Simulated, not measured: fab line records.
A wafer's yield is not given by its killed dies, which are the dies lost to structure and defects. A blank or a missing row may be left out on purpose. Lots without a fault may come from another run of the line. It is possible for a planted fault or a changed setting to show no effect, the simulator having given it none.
fab line records	flow sfqLine
[record] lots = 5	wafers = 23
route steps=325 shown L0@10 L0V@21 M0@32 I0@47 M1@62 I1@73 M2@93 I2@107
startH: hours from the record's first day to the start of the lot's first wafer shown	waitH: hours elapsed since this lot's preceding step	" same as the row above	L1.1+2: a single row standing in for several wafers	- no value, or no start was given	* or withheld: withheld	< > ~ a bound
route shown NAME@n: NAME is a module with steps in the file, n the number in the route of the first one	usual: mean/standard deviation taken from wafers without a fault	same: alike in all rows	chamber/n: place in a boat	sites: the reading at each site	_std_site: standard deviation across them	_edge_site: the outer-site mean with the inner-site mean subtracted	radiusMm: for every site, how far away it sits from the centre of the wafer	mask NAME#n: copy n	behind: the most recent tool/chamber to have shaped the wafer	hold: why the lot went on hold/how many hours it stayed there/how the hold came to an end	device: the n, p or np transistor that did not switch	end of line: tests of these same wafers at the route's end	for a step that has no rows: nothing shown but its recipe	killed: at the first sort, the dies lost to defects and structure; wafer yield is something else	map: the dies of a wafer, with x for killed, . for not killed, _ for no die there
set.NAME: the run value of the setting; set.NAME@STEP: its run value at that earlier step	model.NAME: the simulator's own value behind a step, which no gauge read
lots run with intentionally changed settings; tables by step, rows by wafer
[[steps]]
[step SFQ_TRILAYER_L0_LITHO_PEB_008]
[recipe] pebTempC = 115	pebTimeS = 60	resist = KrF
lot.wafer	tool	chamber	startH	waitH	set.pebTimeS
L075.1+3+6	lithoTrack-01	0	78.21	1.0	60
L076.1+3	lithoTrack-01	0	81.81	1.0	55.02
L076.2+4+5	"	0	"	"	60
L079.1+4+5	lithoTrack-04	0	102.13	1.0	60
L079.2+6	"	0	"	"	52.48
L082.1+3+6	lithoTrack-03	0	118.51	1.0	65.92
L082.4+5	"	0	"	"	60
L085.1+3	lithoTrack-04	0	141.31	1.0	60
L085.4+5+6	"	0	"	"	51.24
[step SFQ_TRILAYER_L0_BARC_OPEN_METAL_ETCH_010]
[recipe] maskMaterial = PR	chemistry = O2	targetDepthNm = 125	target = BARC	icpW = 600	biasW = 80	pressureMtorr = 10	timeS = 41.7
lot.wafer	tool	chamber	startH	waitH	set.icpW	set.pebTimeS@TRILAYER_L0_LITHO_PEB_008	model.L0.cdNm
L075.1	rieMetal-01	0	78.51	0.1	600	60	1996
L075.3	"	1	"	"	600	60	2000
L075.6	"	0	"	"	600	60	1998
L076.1	rieMetal-01	1	82.11	0.1	662.9	55.02	2012
L076.2+4	"	0	"	"	662.9	60	1998
L076.3	"	1	"	"	600	55.02	2012
L076.5	"	1	"	"	600	60	1999
L079.1+4	rieMetal-01	0	102.43	0.1	600	60	1998
L079.2	"	0	"	"	600	52.48	2018
L079.5	"	0	"	"	600	60	1999
L079.6	"	0	"	"	600	52.48	2019
L082.1	rieMetal-03	1	118.81	0.1	600	65.92	1984
L082.3	"	0	"	"	600	65.92	1983
L082.4	"	1	"	"	565.2	60	1998
L082.5	"	0	"	"	600	60	1997
L082.6	"	1	"	"	565.2	65.92	1985
L085.1	rieMetal-03	0	141.61	0.1	541.8	60	1999
L085.3	"	1	"	"	600	60	2001
L085.4	"	0	"	"	541.8	51.24	2023
L085.5	"	0	"	"	600	51.24	2022
L085.6	"	1	"	"	541.8	51.24	2024
[step SFQ_TRILAYER_L0_VIA_LITHO_PEB_016]
[recipe] pebTempC = 115	pebTimeS = 60	resist = KrF
lot.wafer	tool	chamber	startH	waitH	set.pebTimeS
L075.1+3+6	lithoTrack-03	0	152.11	1.0	60
L076.1+5	lithoTrack-03	0	155.71	1.0	60
L076.2+3+4	"	0	"	"	53.71
L079.1+2+5	lithoTrack-04	0	186.08	1.0	53.85
L079.4+6	"	0	"	"	60
L082.1+3+4	lithoTrack-04	0	208.88	1.0	67.1
L082.5+6	"	0	"	"	60
L085.1+4	lithoTrack-04	0	226.91	1.0	60
L085.3+5+6	"	0	"	"	65.98
[step SFQ_TRILAYER_L0_VIA_LITHO_DEVELOP_015]
[recipe] timeS = 60	resist = KrF
[step SFQ_TRILAYER_L0_VIA_BARC_OPEN_VIA_ETCH_021]
[recipe] maskMaterial = PR	chemistry = O2	targetDepthNm = 125	target = BARC	sourceW = 500	biasW = 80	pressureMtorr = 30	timeS = 41.7
lot.wafer	tool	chamber	startH	waitH	set.pebTimeS@TRILAYER_L0_VIA_LITHO_PEB_016	model.L0V.cdNm
L075.1	rieDiel-01	0	152.44	0.0	60	699.2
L075.3	"	3	"	"	60	697.8
L075.6	"	3	"	"	60	697.9
L076.1	rieDiel-03	2	156.04	0.0	60	701.1
L076.2	"	0	"	"	53.71	683.3
L076.3	"	3	"	"	53.71	683.9
L076.4	"	0	"	"	53.71	683.8
L076.5	"	3	"	"	60	699
L079.1	rieDiel-02	0	186.42	0.0	53.85	686.6
L079.2	"	3	"	"	53.85	684.8
L079.4	"	2	"	"	60	701.2
L079.5	"	2	"	"	53.85	684.2
L079.6	"	3	"	"	60	702.1
L082.1	rieDiel-02	2	209.22	0.0	67.1	715
L082.3	"	3	"	"	67.1	716.4
L082.4	"	3	"	"	67.1	715.2
L082.5	"	2	"	"	60	699.7
L082.6	"	1	"	"	60	700.6
L085.1	rieDiel-03	1	227.25	0.0	60	698.2
L085.3	"	0	"	"	65.98	711.9
L085.4	"	2	"	"	60	700.7
L085.5	"	0	"	"	65.98	713.9
L085.6	"	3	"	"	65.98	713
[step SFQ_TRILAYER_M0_LITHO_COAT_026]
[recipe] resist = BARC	spinRpm = 3000	resistThkNm = 62
lot.wafer	tool	chamber	startH	waitH	set.spinRpm	model.BARC_of_TRILAYER_M0_LITHO_COAT_026.thkNm
L075.1	lithoTrack-02	0	153.60	0.1	3000	62.05
L075.3	"	0	"	"	3000	62.09
L075.6	"	0	"	"	3000	61.95
L076.1	lithoTrack-01	0	157.20	0.1	3000	62.05
L076.2	"	0	"	"	3000	62.09
L076.3	"	0	"	"	3000	61.66
L076.4	"	0	"	"	2915	62.93
L076.5	"	0	"	"	2915	62.87
L079.1	lithoTrack-01	0	187.57	0.1	3125	60.61
L079.2	"	0	"	"	3125	60.45
L079.4	"	0	"	"	3000	61.78
L079.5	"	0	"	"	3000	61.82
L079.6	"	0	"	"	3125	60.65
L082.1	lithoTrack-02	0	210.37	0.1	3000	61.91
L082.3	"	0	"	"	3000	62.04
L082.4	"	0	"	"	3000	61.97
L082.5	"	0	"	"	3000	61.95
L082.6	"	0	"	"	3000	62.08
L085.1	lithoTrack-02	0	228.42	0.1	3000	61.85
L085.3	"	0	"	"	2903	62.79
L085.4	"	0	"	"	2903	62.91
L085.5	"	0	"	"	3000	61.66
L085.6	"	0	"	"	3000	61.99
[step SFQ_TRILAYER_I0_VIA_LITHO_COAT_036]
[recipe] resist = BARC	spinRpm = 3000	resistThkNm = 62
lot.wafer	tool	chamber	startH	waitH	set.spinRpm	model.BARC_of_TRILAYER_I0_VIA_LITHO_COAT_036.thkNm
L075.1	lithoTrack-01	0	249.41	1.0	3000	62.22
L075.3	"	0	"	"	3000	62.33
L075.6	"	0	"	"	3000	62.14
L076.1	lithoTrack-02	0	255.41	1.0	3156	60.63
L076.2	"	0	"	"	3156	60.49
L076.3	"	0	"	"	3000	62.06
L076.4	"	0	"	"	3000	62.12
L076.5	"	0	"	"	3000	62.07
L079.1	lithoTrack-01	0	290.01	1.0	3000	62.18
L079.2	"	0	"	"	3000	62.29
L079.4	"	0	"	"	3000	62.12
L079.5	"	0	"	"	3000	62.01
L079.6	"	0	"	"	3000	61.97
L082.1	lithoTrack-02	0	324.81	1.0	2780	64.52
L082.3	"	0	"	"	2780	64.66
L082.4	"	0	"	"	3000	62.15
L082.5	"	0	"	"	3000	62.26
L082.6	"	0	"	"	3000	62.06
L085.1	lithoTrack-04	0	351.38	1.0	3100	61.24
L085.3	"	0	"	"	3000	62.13
L085.4	"	0	"	"	3000	62.19
L085.5	"	0	"	"	3000	62.1
L085.6	"	0	"	"	3100	61.37
[step SFQ_TRILAYER_I0_VIA_LITHO_PEB_034]
[recipe] pebTempC = 115	pebTimeS = 60	resist = KrF
lot.wafer	tool	chamber	startH	waitH	set.pebTimeS
L075.1+3+6	lithoTrack-02	0	327.51	1.0	60
L076.1+2+5	lithoTrack-02	0	328.71	1.0	55.33
L076.3+4	"	0	"	"	60
L079.1+4+5	lithoTrack-04	0	-	-	60
L079.2+6	"	0	"	"	57.64
L082.1+4+5	lithoTrack-01	0	335.91	1.0	66.28
L082.3+6	"	0	"	"	60
L085.1+3+4	lithoTrack-04	0	353.33	1.0	63.27
L085.5+6	"	0	"	"	60
[step SFQ_TRILAYER_I0_VIA_BARC_OPEN_VIA_ETCH_046]
[recipe] maskMaterial = PR	chemistry = O2	targetDepthNm = 125	target = BARC	sourceW = 500	biasW = 80	pressureMtorr = 30	timeS = 41.7
lot.wafer	tool	chamber	startH	waitH	set.sourceW	set.pebTimeS@TRILAYER_I0_VIA_LITHO_PEB_034	model.I0.cdNm
L075.1	rieDiel-02	2	327.85	0.0	500	60	499.6
L075.3	"	0	"	"	500	60	500.3
L075.6	"	3	"	"	500	60	499.4
L076.1	rieDiel-04	2	329.05	0.0	523.7	55.33	489.9
L076.2	"	0	"	"	500	55.33	490.1
L076.3	"	3	"	"	523.7	60	503.8
L076.4	"	1	"	"	500	60	501.7
L076.5	"	0	"	"	500	55.33	490.8
L079.1	rieDiel-01	2	332.86	0.0	500	60	499.2
L079.2	"	0	"	"	500	57.64	492.8
L079.4	"	1	"	"	500	60	500.4
L079.5	"	0	"	"	500	60	500.6
L079.6	"	3	"	"	500	57.64	494.6
L082.1	rieDiel-02	2	336.25	0.0	500	66.28	511.9
L082.3	"	3	"	"	500	60	499.2
L082.4	"	1	"	"	464	66.28	511.1
L082.5	"	1	"	"	500	66.28	512
L082.6	"	2	"	"	464	60	499.7
L085.1	rieDiel-02	3	353.67	0.0	500	63.27	505.5
L085.3	"	2	"	"	500	63.27	505.8
L085.4	"	1	"	"	500	63.27	507.6
L085.5	"	1	"	"	500	60	499.3
L085.6	"	0	"	"	500	60	498.3
[step SFQ_TRILAYER_M1_LITHO_COAT_044]
[recipe] resist = BARC	spinRpm = 3000	resistThkNm = 62
lot.wafer	tool	chamber	startH	waitH	set.resistThkNm	model.BARC_of_TRILAYER_M1_LITHO_COAT_044.thkNm
L075.1	lithoTrack-03	0	329.08	0.1	62	62.14
L075.3	"	0	"	"	62	62.15
L075.6	"	0	"	"	62	62.28
L076.1	lithoTrack-03	0	330.28	0.1	59.97	60.22
L076.2	"	0	"	"	59.97	60.26
L076.3	"	0	"	"	62	62.08
L076.4	"	0	"	"	59.97	60.11
L076.5	"	0	"	"	62	61.97
L079.1	lithoTrack-03	0	334.09	0.1	62	62.05
L079.2	"	0	"	"	62	61.66
L079.4	"	0	"	"	60.88	60.95
L079.5	"	0	"	"	60.88	61
L079.6	"	0	"	"	60.88	60.98
L082.1	lithoTrack-04	0	337.48	0.1	62	62.1
L082.3	"	0	"	"	59.39	59.56
L082.4	"	0	"	"	59.39	59.49
L082.5	"	0	"	"	59.39	59.34
L082.6	"	0	"	"	62	62.24
L085.1	lithoTrack-03	0	354.90	0.1	63.81	63.97
L085.3	"	0	"	"	63.81	63.96
L085.4	"	0	"	"	62	62.22
L085.5	"	0	"	"	62	62.03
L085.6	"	0	"	"	63.81	64.14
[step SFQ_TRILAYER_M1_BARC_OPEN_METAL_ETCH_054]
[recipe] maskMaterial = PR	chemistry = O2	targetDepthNm = 125	target = BARC	icpW = 600	biasW = 80	pressureMtorr = 10	timeS = 41.7
lot.wafer	tool	chamber	startH	waitH	set.timeS	model.KrF_of_TRILAYER_M1_LITHO_COAT_039.thkNm
L075.1	rieMetal-03	1	457.39	0.0	41.7	526.3
L075.3	"	1	"	"	41.7	525.1
L075.6	"	1	"	"	41.7	525.6
L076.1	rieMetal-02	1	460.99	0.0	46.64	516.2
L076.2	"	0	"	"	41.7	523.5
L076.3	"	0	"	"	46.64	515.9
L076.4	"	1	"	"	46.64	517.7
L076.5	"	1	"	"	41.7	523.8
L079.1	rieMetal-01	0	469.39	0.0	41.7	522.3
L079.2	"	1	"	"	45.02	519.5
L079.4	"	0	"	"	41.7	521.9
L079.5	"	0	"	"	45.02	519.3
L079.6	"	1	"	"	45.02	518.6
L082.1	rieMetal-01	1	475.39	0.0	41.7	523.9
L082.3	"	0	"	"	41.7	521.2
L082.4	"	1	"	"	45.94	519
L082.5	"	1	"	"	45.94	518.3
L082.6	"	0	"	"	41.7	522.5
L085.1	rieMetal-03	1	495.59	0.0	41.7	522.5
L085.3	"	1	"	"	44.02	520.4
L085.4	"	1	"	"	44.02	520.8
L085.5	"	1	"	"	41.7	523.8
L085.6	"	1	"	"	44.02	521.6
[step SFQ_TRILAYER_I1_DEP_PECVD_045]
[recipe] material = SiO2	tempC = 150	timeS = 111.11	pressureTorr = 2.4	rfW = 183.3	precursor = SiH4/N2O	targetThkNm = 500
lot.wafer	tool	chamber	startH	waitH	set.timeS	model.SiO2_of_TRILAYER_I1_DEP_PECVD_045.thkNm
L075.1	pecvd-02	2	458.35	0.0	111.11	495.9
L075.3	"	1	"	"	111.11	496.5
L075.6	"	2	"	"	111.11	501
L076.1	pecvd-01	1	461.97	0.0	121.7	548.4
L076.2	"	2	"	"	121.7	541.8
L076.3	"	0	"	"	121.7	543.3
L076.4	"	0	"	"	111.11	505.5
L076.5	"	2	"	"	111.11	499.8
L079.1	pecvd-03	2	470.37	0.0	127	574.1
L079.2	"	1	"	"	111.11	491.1
L079.4	"	0	"	"	111.11	510.3
L079.5	"	2	"	"	127	576.7
L079.6	"	1	"	"	127	572.4
L082.1	pecvd-03	1	476.37	0.0	120.9	540.5
L082.3	"	1	"	"	111.11	505.4
L082.4	"	2	"	"	111.11	516.6
L082.5	"	2	"	"	120.9	567
L082.6	"	1	"	"	111.11	505.1
L085.1	pecvd-01	0	497.33	0.0	99.24	436.1
L085.3	"	1	"	"	111.11	493.3
L085.4	"	2	"	"	99.24	443.5
L085.5	"	1	"	"	99.24	455.1
L085.6	"	0	"	"	111.11	495.3
[step SFQ_TRILAYER_I1_CMP_CMP_046]
[recipe] material = SiO2	downForcePsi = 3	platenRpm = 60	padVelocityMS = 0.94248
[usual] timeToEndpointS = 218/10
lot.wafer	tool	chamber	startH	waitH	set.timeS@TRILAYER_I1_DEP_PECVD_045	timeToEndpointS
L075.3	cmp-01	1	460.25	1.9	111.11	215
L075.1	"	2	"	"	111.11	217
L075.6	"	1	462.25	3.8	111.11	215
L076.1	cmp-02	1	462.22	0.2	121.7	254
L076.3	"	2	"	"	121.7	260
L076.4	"	3	"	"	111.11	217
L076.2	"	0	"	"	121.7	241
L076.5	"	1	"	"	111.11	225
L079.2	cmp-01	2	470.45	0.0	111.11	213
L079.1	"	3	"	"	127	272
L079.4	"	0	"	"	111.11	236
L079.6	"	2	472.45	2.0	127	274
L079.5	"	3	"	"	127	275
L082.4	cmp-02	1	476.49	0.0	111.11	226
L082.1	"	2	"	"	120.9	251
L082.3	"	3	"	"	111.11	212
L082.5	"	1	478.49	2.0	120.9	265
L082.6	"	2	"	"	111.11	225
L085.1	cmp-02	2	497.41	0.0	99.24	181
L085.4	"	0	498.41	1.0	99.24	167
L085.3	"	1	"	"	111.11	213
L085.5	"	2	"	"	99.24	190
L085.6	"	3	"	"	111.11	203
[step SFQ_TRILAYER_I1_VIA_LITHO_EXPOSE_050]
[recipe] maskId = I1	na = 0.6	sourceShape = conventional	sigmaOuter = 0.65	targetCdNm = 500	doseMj = 21.3
lot.wafer	tool	chamber	startH	waitH	mask	set.doseMj
L075.1+3+6	krfScanner-01	0	466.50	-	I1#0	21.3
L076.1+2+3+4+5	krfScanner-01	0	471.30	-	I1#0	21.3
L079.1+4+6	krfScanner-01	0	475.52	-	I1#0	21.75
L079.2+5	"	0	"	"	I1#0	21.3
L082.1+4+6	krfScanner-01	0	481.56	-	I1#0	20.7
L082.3+5	"	0	"	"	I1#0	21.3
L085.1+3	krfScanner-02	0	502.58	-	I1#0	20.36
L085.4+5+6	"	0	"	"	I1#0	21.3
[step SFQ_TRILAYER_I1_VIA_BARC_OPEN_VIA_ETCH_071]
[recipe] maskMaterial = PR	chemistry = O2	targetDepthNm = 125	target = BARC	sourceW = 500	biasW = 80	pressureMtorr = 30	timeS = 41.7
lot.wafer	tool	chamber	startH	waitH	set.biasW	set.doseMj@TRILAYER_I1_VIA_LITHO_EXPOSE_050	model.I1.cdNm
L075.1	rieDiel-04	1	468.04	0.0	80	21.3	500.2
L075.3	"	2	"	"	80	21.3	502
L075.6	"	3	"	"	80	21.3	503.1
L076.1	rieDiel-01	0	472.84	0.0	80	21.3	500.8
L076.2	"	2	"	"	84.8	21.3	502.7
L076.3	"	3	"	"	84.8	21.3	502.3
L076.4	"	1	"	"	80	21.3	500.3
L076.5	"	0	"	"	80	21.3	501.4
L079.1	rieDiel-01	0	477.05	0.0	75.31	21.75	502.8
L079.2	"	1	"	"	75.31	21.3	498.5
L079.4	"	3	"	"	75.31	21.75	503.7
L079.5	"	2	"	"	80	21.3	500.9
L079.6	"	3	"	"	80	21.75	502.6
L082.1	rieDiel-04	0	483.09	0.0	88.21	20.7	495.7
L082.3	"	1	"	"	88.21	21.3	499.3
L082.4	"	3	"	"	88.21	20.7	496.1
L082.5	"	3	"	"	80	21.3	500.3
L082.6	"	2	"	"	80	20.7	494.7
L085.1	rieDiel-03	1	504.11	0.0	88.16	20.36	492.3
L085.3	"	0	"	"	80	20.36	491.2
L085.4	"	1	"	"	80	21.3	499.3
L085.5	"	0	"	"	88.16	21.3	498.7
L085.6	"	2	"	"	88.16	21.3	500
[step SFQ_TRILAYER_M2_LITHO_COAT_057]
[recipe] resist = KrF	spinRpm = 3000	resistThkNm = 600
lot.wafer	tool	chamber	startH	waitH	set.resistThkNm	model.KrF_of_TRILAYER_M2_LITHO_COAT_057.thkNm
L075.1	lithoTrack-03	0	469.56	0.2	600	600.8
L075.3	"	0	"	"	600	598.3
L075.6	"	0	"	"	600	600.6
L076.1	lithoTrack-02	0	474.38	0.2	600	597.2
L076.2	"	0	"	"	579.7	576.8
L076.3	"	0	"	"	579.7	579.3
L076.4	"	0	"	"	579.7	577.7
L076.5	"	0	"	"	600	597.8
L079.1	lithoTrack-03	0	479.21	0.2	624.5	624.4
L079.2	"	0	"	"	600	601
L079.4	"	0	"	"	600	601.8
L079.5	"	0	"	"	624.5	625.4
L079.6	"	0	"	"	600	598.4
L082.1	lithoTrack-02	0	485.24	0.2	609.3	607.7
L082.3	"	0	"	"	609.3	608
L082.4	"	0	"	"	600	599.9
L082.5+6	"	0	"	"	600	600.8
L085.1	lithoTrack-02	0	505.64	0.2	633.7	634.6
L085.3	"	0	"	"	600	598.7
L085.4	"	0	"	"	600	601.1
L085.5	"	0	"	"	600	599.9
L085.6	"	0	"	"	633.7	633.2
[step SFQ_TRILAYER_M2_BARC_OPEN_METAL_ETCH_077]
[recipe] maskMaterial = PR	chemistry = O2	targetDepthNm = 125	target = BARC	icpW = 600	biasW = 80	pressureMtorr = 10	timeS = 41.7
lot.wafer	tool	chamber	startH	waitH	set.biasW	set.resistThkNm@TRILAYER_M2_LITHO_COAT_057	model.KrF_of_TRILAYER_M2_LITHO_COAT_057.thkNm
L075.1	rieMetal-02	1	615.21	0.0	80	600	523.1
L075.3	"	0	"	"	80	600	522
L075.6	"	0	"	"	80	600	524.5
L076.1	rieMetal-01	1	620.01	0.0	75.62	600	522.2
L076.2	"	0	"	"	80	579.7	499.2
L076.3	"	1	"	"	75.62	579.7	504
L076.4	"	0	"	"	80	579.7	499.8
L076.5	"	0	"	"	75.62	600	520.9
L079.1	rieMetal-04	0	624.81	0.0	74.72	624.5	549.2
L079.2	"	1	"	"	74.72	600	523
L079.4	"	1	"	"	80	600	522.6
L079.5	"	0	"	"	80	624.5	549.1
L079.6	"	1	"	"	74.72	600	520.9
L082.1	rieMetal-01	0	630.81	0.0	80	609.3	530
L082.3	"	1	"	"	84.43	609.3	531.5
L082.4	"	0	"	"	84.43	600	521.6
L082.5	"	1	"	"	84.43	600	524.5
L082.6	"	0	"	"	80	600	523
L085.1	rieMetal-01	0	651.21	0.0	85.03	633.7	555.6
L085.3	"	0	"	"	85.03	600	519.9
L085.4	"	1	"	"	80	600	525
L085.5	"	1	"	"	80	600	524.1
L085.6	"	0	"	"	85.03	633.7	554.3
[step SFQ_TRILAYER_M2_ETCH_METAL_ETCH_060]
[recipe] target = Nb	stopOn = SiO2	maskMaterial = PR	chemistry = Cl2/Ar	targetDepthNm = 240	icpW = 600	biasW = 80	pressureMtorr = 10	timeS = 120
lot.wafer	tool	chamber	startH	waitH	set.resistThkNm@TRILAYER_M2_LITHO_COAT_057	model.KrF_of_TRILAYER_M2_LITHO_COAT_057.thkNm
L075.1	rieMetal-02	1	615.27	0.0	600	379.9
L075.3	"	0	"	"	600	383
L075.6	"	0	"	"	600	385.2
L076.1	rieMetal-01	1	620.07	0.0	600	385
L076.2	"	0	"	"	579.7	356.9
L076.3	"	1	"	"	579.7	367.9
L076.4	"	0	"	"	579.7	357.8
L076.5	"	0	"	"	600	379.2
L079.1	rieMetal-04	0	624.87	0.0	624.5	412.1
L079.2	"	1	"	"	600	377.4
L079.4	"	1	"	"	600	377.8
L079.5	"	0	"	"	624.5	411.6
L079.6	"	1	"	"	600	375
L082.1	rieMetal-01	0	630.87	0.0	609.3	387.1
L082.3	"	1	"	"	609.3	392.2
L082.4	"	0	"	"	600	376.8
L082.5	"	1	"	"	600	386.4
L082.6	"	0	"	"	600	380
L085.1	rieMetal-01	0	651.27	0.0	633.7	412.7
L085.3	"	0	"	"	600	376.9
L085.4	"	1	"	"	600	387.3
L085.5	"	1	"	"	600	386.1
L085.6	"	0	"	"	633.7	410.2
[step SFQ_TRILAYER_I2_VIA_LITHO_COAT_072]
[recipe] resist = BARC	spinRpm = 3000	resistThkNm = 62
lot.wafer	tool	chamber	startH	waitH	set.resistThkNm	model.BARC_of_TRILAYER_I2_VIA_LITHO_COAT_072.thkNm
L075.1	lithoTrack-01	0	629.91	1.0	62	62.16
L075.3	"	0	"	"	62	62
L075.6	"	0	"	"	62	62.12
L076.1	lithoTrack-01	0	635.91	1.0	63.57	63.85
L076.2	"	0	"	"	62	62.38
L076.3	"	0	"	"	62	62.25
L076.4	"	0	"	"	63.57	63.79
L076.5	"	0	"	"	62	62.1
L079.1	lithoTrack-01	0	641.91	1.0	62	62.06
L079.2	"	0	"	"	62	62.02
L079.4	"	0	"	"	62	62.01
L079.5	"	0	"	"	62	61.88
L079.6	"	0	"	"	62	62.08
L082.1	lithoTrack-04	0	646.37	1.0	62	61.95
L082.3	"	0	"	"	62	62.18
L082.4	"	0	"	"	59.69	59.81
L082.5	"	0	"	"	62	61.97
L082.6	"	0	"	"	59.69	59.59
L085.1	lithoTrack-02	0	668.28	1.0	62	62
L085.3	"	0	"	"	58.99	59.36
L085.4	"	0	"	"	62	62.15
L085.5	"	0	"	"	62	62.04
L085.6	"	0	"	"	58.99	59.2
[[key]]
[split] step = SFQ_TRILAYER_L0_LITHO_PEB_008	setting = pebTimeS	stated = 60	by = wafer
[response] step = SFQ_TRILAYER_L0_BARC_OPEN_METAL_ETCH_010	reading = model.L0.cdNm	change = -1.55	per = 1%	r = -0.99
[split] step = SFQ_TRILAYER_L0_BARC_OPEN_METAL_ETCH_010	setting = icpW	stated = 600	by = wafer
response none clear
[split] step = SFQ_TRILAYER_L0_VIA_LITHO_PEB_016	setting = pebTimeS	stated = 60	by = wafer
[response] step = SFQ_TRILAYER_L0_VIA_BARC_OPEN_VIA_ETCH_021	reading = model.L0V.cdNm	change = +1.45	per = 1%	r = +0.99
[split] step = SFQ_TRILAYER_M0_LITHO_COAT_026	setting = spinRpm	stated = 3000	by = wafer
[response] step = SFQ_TRILAYER_M0_LITHO_COAT_026	reading = model.BARC_of_TRILAYER_M0_LITHO_COAT_026.thkNm	change = -0.311	per = 1%	r = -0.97
[split] step = SFQ_TRILAYER_I0_VIA_LITHO_COAT_036	setting = spinRpm	stated = 3000	by = wafer
[response] step = SFQ_TRILAYER_I0_VIA_LITHO_COAT_036	reading = model.BARC_of_TRILAYER_I0_VIA_LITHO_COAT_036.thkNm	change = -0.311	per = 1%	r = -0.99
[split] step = SFQ_TRILAYER_I0_VIA_LITHO_PEB_034	setting = pebTimeS	stated = 60	by = wafer
[response] step = SFQ_TRILAYER_I0_VIA_BARC_OPEN_VIA_ETCH_046	reading = model.I0.cdNm	change = +1.35	per = 1%	r = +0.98
[split] step = SFQ_TRILAYER_I0_VIA_BARC_OPEN_VIA_ETCH_046	setting = sourceW	stated = 500	by = wafer
response none clear
[split] step = SFQ_TRILAYER_M1_LITHO_COAT_044	setting = resistThkNm	stated = 62	by = wafer
[response] step = SFQ_TRILAYER_M1_LITHO_COAT_044	reading = model.BARC_of_TRILAYER_M1_LITHO_COAT_044.thkNm	change = +0.61	per = 1%	r = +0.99
[split] step = SFQ_TRILAYER_M1_BARC_OPEN_METAL_ETCH_054	setting = timeS	stated = 41.7	by = wafer
[response] step = SFQ_TRILAYER_M1_BARC_OPEN_METAL_ETCH_054	reading = model.KrF_of_TRILAYER_M1_LITHO_COAT_039.thkNm	change = -0.47	per = 1%	r = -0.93
[split] step = SFQ_TRILAYER_I1_DEP_PECVD_045	setting = timeS	stated = 111.11	by = wafer
[response] step = SFQ_TRILAYER_I1_DEP_PECVD_045	reading = model.SiO2_of_TRILAYER_I1_DEP_PECVD_045.thkNm	change = +4.87	per = 1%	r = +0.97
[response] step = SFQ_TRILAYER_I1_CMP_CMP_046	reading = timeToEndpointS	change = *	per = 1%	r = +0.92
[split] step = SFQ_TRILAYER_I1_VIA_LITHO_EXPOSE_050	setting = doseMj	stated = 21.3	by = wafer
[response] step = SFQ_TRILAYER_I1_VIA_BARC_OPEN_VIA_ETCH_071	reading = model.I1.cdNm	change = +1.66	per = 1%	r = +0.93
[split] step = SFQ_TRILAYER_I1_VIA_BARC_OPEN_VIA_ETCH_071	setting = biasW	stated = 80	by = wafer
response none clear
[split] step = SFQ_TRILAYER_M2_LITHO_COAT_057	setting = resistThkNm	stated = 600	by = wafer
[response] step = SFQ_TRILAYER_M2_LITHO_COAT_057	reading = model.KrF_of_TRILAYER_M2_LITHO_COAT_057.thkNm	change = +5.94	per = 1%	r = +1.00
[response] step = SFQ_TRILAYER_M2_BARC_OPEN_METAL_ETCH_077	reading = model.KrF_of_TRILAYER_M2_LITHO_COAT_057.thkNm	change = +5.98	per = 1%	r = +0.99
[response] step = SFQ_TRILAYER_M2_ETCH_METAL_ETCH_060	reading = model.KrF_of_TRILAYER_M2_LITHO_COAT_057.thkNm	change = +6.21	per = 1%	r = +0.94
[split] step = SFQ_TRILAYER_M2_BARC_OPEN_METAL_ETCH_077	setting = biasW	stated = 80	by = wafer
response none clear
[split] step = SFQ_TRILAYER_I2_VIA_LITHO_COAT_072	setting = resistThkNm	stated = 62	by = wafer
[response] step = SFQ_TRILAYER_I2_VIA_LITHO_COAT_072	reading = model.BARC_of_TRILAYER_I2_VIA_LITHO_COAT_072.thkNm	change = +0.597	per = 1%	r = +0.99
